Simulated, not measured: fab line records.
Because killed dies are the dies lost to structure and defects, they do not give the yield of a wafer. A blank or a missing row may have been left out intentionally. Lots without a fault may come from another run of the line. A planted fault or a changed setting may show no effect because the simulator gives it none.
One fault seen from 2 desks    flow gf180mcu    each desk has only its own numbers; what lay behind them comes last

METROLOGY DESK
Lot by lot, what the gauges showed, no matter which tool ran the lot: averages of those sampled wafers that carry a number. Any lot whose mean is over 4 standard deviations away from the usual mean is out of limits and marked OUT; that distance is given in the brackets.
Columns: A = V5_W_RS at GF_V5_RS_MEAS_24, usual 0.327 ohm/sq; B = V5_W_THK at GF_V5_THK_MEAS_25, usual 355 nm
lot   first seen here  A      B
L770  day 27 11:21     0.328  358
L777  day 29 16:23     0.325  356
L780  day 30 12:38     0.317  362
L789  day 33 02:23     0.331  351
L790  day 33 08:10     0.320  369
L792  day 33 15:22     0.326  355
Finding of this desk: none of the 6 lots has anything out of limits.

THE TOOL OWNER'S DESK: pvd sputter-03
At GF_TOP_METAL_SPUTTER_01 (material TiN, target thk 30 nm, time 25 s) the tool's own readings: per lot run on this tool, the mean of the sampled wafers that have a number. Any lot whose mean is over 4 standard deviations away from the usual mean is out of limits and marked OUT; that distance is given in the brackets.
Columns: A = cathode dc power W at GF_TOP_METAL_SPUTTER_01, usual 6500.0 W; B = throttle valve pct at GF_TOP_METAL_SPUTTER_01, usual 29.9 %
lot   first seen here  A                         B
L777  day 29 16:57     6500.7                    30.6
L780  day 30 13:13     6500.2                    30.1
L789  day 33 02:58     5846.0 (-99 or more) OUT  30.0
L790  day 33 08:44     5845.4 (-99 or more) OUT  29.7
This desk's finding: out of limits on L789, L790; first on L789, day 33 02:58 (cathode dc power W at GF_TOP_METAL_SPUTTER_01). L777, L780 stayed within limits.

TAKEN TOGETHER
At day 33 02:58, on L789, L790, the tool owner's desk was in a position to raise an alarm.
Metrology desk: nothing out of limits seen.
The metrology desk holds a record of L789, L790, inside its limits.
Every lot named ran GF_TOP_METAL_SPUTTER_01 on pvd sputter-03.

WHAT THE SIMULATOR HAD INSERTED
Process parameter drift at GF_TOP_METAL_SPUTTER_01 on pvd sputter-03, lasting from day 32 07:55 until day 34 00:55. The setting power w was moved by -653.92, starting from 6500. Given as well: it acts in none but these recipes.
Shown lots that were struck: L789, L790.
Each desk's first reading out of limits, in hours after the fault started: the tool owner's desk, 19.
